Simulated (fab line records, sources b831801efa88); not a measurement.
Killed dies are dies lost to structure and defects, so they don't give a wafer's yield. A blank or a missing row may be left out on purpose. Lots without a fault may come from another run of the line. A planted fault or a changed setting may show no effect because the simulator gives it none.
Which tool did it? | flow gf180mcu | 12 lots, 36 wafers sampled, at 5 steps of a route of 602

WHAT THE GAUGES READ, wafer by wafer
GF_PSD_RS_MEAS_14: measures by four-point-probe.
lot  | measured     | on            | NSD_RS (ohm/sq)
L540 | day 14 08:07 | film_metro-01 | 46.10 46.13 46.03
L542 | day 14 19:57 | film_metro-01 | 46.12 46.08 46.03
L545 | day 15 18:55 | film_metro-04 | - - -
L546 | day 16 08:11 | film_metro-01 | - - -
L547 | day 16 17:19 | film_metro-04 | 46.24 46.13 46.03
L549 | day 17 23:32 | film_metro-03 | 46.04 46.13 46.00
L555 | day 19 18:32 | film_metro-01 | 45.96 46.11 45.95
L556 | day 20 05:56 | film_metro-04 | 45.97 46.02 46.00
L557 | day 20 09:43 | film_metro-01 | 46.00 46.09 45.99
L558 | day 20 14:44 | film_metro-03 | 46.09 46.10 46.04
L561 | day 21 13:39 | film_metro-04 | 46.10 46.22 46.17
L562 | day 21 20:11 | film_metro-01 | 46.09 46.08 46.10

GF_PSD_RS_MEAS_15: measures by four-point-probe.
lot  | measured     | on            | PSD_RS (ohm/sq)
L540 | day 14 08:14 | film_metro-01 | 108.51 108.64 108.23
L542 | day 14 20:04 | film_metro-01 | 108.50 108.09 108.20
L545 | day 15 19:02 | film_metro-04 | 108.43 108.58 108.62
L546 | day 16 08:18 | film_metro-01 | 108.42 108.65 108.08
L547 | day 16 17:26 | film_metro-04 | 108.58 108.72 108.26
L549 | day 17 23:39 | film_metro-03 | 108.43 108.63 108.64
L555 | day 19 18:39 | film_metro-01 | 108.07 108.55 108.07
L556 | day 20 06:03 | film_metro-04 | 108.49 108.47 108.56
L557 | day 20 09:50 | film_metro-01 | 108.21 108.46 108.24
L558 | day 20 14:51 | film_metro-03 | 108.24 108.24 108.46
L561 | day 21 13:46 | film_metro-04 | 108.54 109.10 108.88
L562 | day 21 20:19 | film_metro-01 | 108.63 108.35 108.27

WHICH TOOL RAN EACH LOT (tool, then ch and the chambers of the sampled wafers, then the start)
lot  | GF_POLY_GATE_STRIP_14                | GF_HV_LDD_STRIP_49                   | GF_NSD_IMPLANT_09
L540 | plasma_asher-03 ch 0, day 9 05:38    | plasma_asher-01 ch 0,1, day 12 11:11 | implanter-02 ch 0, day 13 10:37
L542 | plasma_asher-01 ch 0,1, day 9 17:19  | plasma_asher-03 ch 0,1, day 12 22:53 | implanter-04 ch 0, day 13 22:17
L545 | plasma_asher-01 ch 0,1, day 10 13:39 | plasma_asher-02 ch 0,1, day 13 20:49 | implanter-04 ch 0, day 14 20:45
L546 | plasma_asher-01 ch 0,1, day 10 23:31 | plasma_asher-01 ch 0,1, day 14 08:29 | implanter-04 ch 0, day 15 08:46
L547 | plasma_asher-03 ch 0,1, day 11 04:57 | plasma_asher-03 ch 0,1, day 14 18:24 | implanter-02 ch 0, day 15 18:43
L549 | plasma_asher-03 ch 0,1, day 12 02:23 | plasma_asher-02 ch 0,1, day 15 19:49 | implanter-01 ch 0, day 16 23:05
L555 | plasma_asher-04 ch 0,1, day 13 20:01 | plasma_asher-02 ch 0,1, day 17 14:27 | implanter-02 ch 0, day 18 17:08
L556 | plasma_asher-03 ch 0, day 14 05:16   | plasma_asher-03 ch 0,1, day 18 01:35 | implanter-02 ch 0, day 19 04:47
L557 | plasma_asher-01 ch 0,1, day 14 08:49 | plasma_asher-02 ch 0,1, day 18 03:54 | implanter-02 ch 0, day 19 07:59
L558 | plasma_asher-03 ch 0,1, day 14 13:32 | plasma_asher-03 ch 0,1, day 18 10:11 | implanter-01 ch 0, day 19 13:34
L561 | plasma_asher-04 ch 0,1, day 15 10:50 | plasma_asher-03 ch 0,1, day 19 09:40 | implanter-04 ch 0, day 20 12:42
L562 | plasma_asher-04 ch 0,1, day 15 14:14 | plasma_asher-01 ch 1, day 19 16:19   | implanter-02 ch 0, day 20 19:44
- GF_POLY_GATE_STRIP_14: strips in O2/N2.
- GF_HV_LDD_STRIP_49: strips in O2/N2.
- GF_NSD_IMPLANT_09

WHAT THE TOOLS THEMSELVES READ (means of the sampled wafers that have a number; where no wafer has one, the mark that the record gives instead)
GF_POLY_GATE_STRIP_14.
lot  | tool            | drypump_motor_current_A (A) | heater_power_w (W) | n2_flow_sccm (sccm) | oes_product_au (a.u.) | platen_temp_c (C)
L540 | plasma_asher-03 | 5.7                         | 343                | 300.2               | 0.504                 | 250.11
L542 | plasma_asher-01 | 5.2                         | 345                | 299.6               | 0.504                 | 249.75
L545 | plasma_asher-01 | 5.3                         | 324                | 300.0               | 0.507                 | 249.93
L546 | plasma_asher-01 | 5.2                         | 348                | 300.0               | 0.506                 | 250.01
L547 | plasma_asher-03 | 5.3                         | 349                | 299.9               | 0.503                 | 249.90
L549 | plasma_asher-03 | 5.3                         | 344                | 300.7               | 0.502                 | 249.82
L555 | plasma_asher-04 | 5.8                         | 302                | 299.5               | 0.504                 | 249.88
L556 | plasma_asher-03 | 5.7                         | 341                | 298.5               | 0.503                 | 250.13
L557 | plasma_asher-01 | 5.3                         | 327                | 300.0               | 0.507                 | 250.09
L558 | plasma_asher-03 | 5.3                         | 342                | 302.0               | 0.502                 | 249.99
L561 | plasma_asher-04 | 5.8                         | 305                | 300.3               | 0.502                 | 250.20
L562 | plasma_asher-04 | 5.8                         | 300                | 300.3               | 0.503                 | 250.05

GF_HV_LDD_STRIP_49.
lot  | tool            | drypump_motor_current_A (A) | heater_power_w (W) | n2_flow_sccm (sccm) | oes_product_au (a.u.) | platen_temp_c (C) | strip_time_to_endpoint_s (s)
L540 | plasma_asher-01 | 5.3                         | 318                | 299.5               | 0.717                 | 250.18            | 12.60
L542 | plasma_asher-03 | 5.3                         | 340                | 299.5               | 0.720                 | 250.01            | 12.71
L545 | plasma_asher-02 | 5.9                         | 357                | 299.7               | 0.714                 | 249.79            | 12.63
L546 | plasma_asher-01 | 5.2                         | 349                | 300.2               | 0.719                 | 249.83            | 12.61
L547 | plasma_asher-03 | 5.3                         | 340                | 299.8               | 0.718                 | 249.98            | 12.60
L549 | plasma_asher-02 | 5.9                         | 363                | 300.8               | 0.716                 | 250.01            | 12.65
L555 | plasma_asher-02 | 6.0                         | 343                | 299.8               | 0.715                 | 249.99            | 12.63
L556 | plasma_asher-03 | 5.3                         | 343                | 299.6               | 0.719                 | 250.00            | 12.61
L557 | plasma_asher-02 | 5.9                         | 360                | 299.4               | 0.716                 | 249.90            | 12.64
L558 | plasma_asher-03 | 5.0                         | 335                | 301.4               | 0.717                 | 249.96            | 12.68
L561 | plasma_asher-03 | 5.0                         | 343                | 299.9               | 0.717                 | 250.00            | 12.68
L562 | plasma_asher-01 | 5.3                         | 303                | 301.2               | 0.712                 | 250.31            | 12.67

GF_NSD_IMPLANT_09.
lot  | tool         | tilt_deg (degrees)
L540 | implanter-02 | 6.979
L542 | implanter-04 | 7.013
L545 | implanter-04 | 4.561
L546 | implanter-04 | 4.566
L547 | implanter-02 | 7.000
L549 | implanter-01 | 7.025
L555 | implanter-02 | 6.990
L556 | implanter-02 | 7.004
L557 | implanter-02 | 7.008
L558 | implanter-01 | 7.021
L561 | implanter-04 | 6.985
L562 | implanter-02 | 6.988

THE ANSWER, worked out from the rows above alone
Rule: what is usual is taken from the lots themselves. Put in order of their means at a reading, lots are off if they are a third of the lots or fewer, leave a main group of 4 or more, and stand apart from it by a gap of 3 or more times the standard deviation of the main group's means; of several such gaps the widest counts. A main group whose means are all the same, to the digits that the tables above print for the reading, isn't used. A lot without any number at a reading at which 4 lots or more have one is off too. The other lots that the step has rows for count as sound. The gauges are gone through in route order, then the tools' own readings, and for those a lot's mean is taken as printed above. The first step at which some lot is off is used, and at that step the reading that is off furthest; a lot without a number counts as furthest.
Off: L545, L546, at GF_PSD_RS_MEAS_14 (NSD_RS). Without a number there: L545, L546. The main group: mean 46.07 ohm/sq, standard deviation 0.05.
A tool fits if, at a process step before that reading, it ran every lot that is off, and no sound lot after the first of them. The gauges at GF_PSD_RS_MEAS_14 aren't tried: what is off there is off at GF_NSD_IMPLANT_09 too, on other tools, and a gauge's error can't cause that. None of those tried fits.

WHAT THE SIMULATOR HAD PUT IN
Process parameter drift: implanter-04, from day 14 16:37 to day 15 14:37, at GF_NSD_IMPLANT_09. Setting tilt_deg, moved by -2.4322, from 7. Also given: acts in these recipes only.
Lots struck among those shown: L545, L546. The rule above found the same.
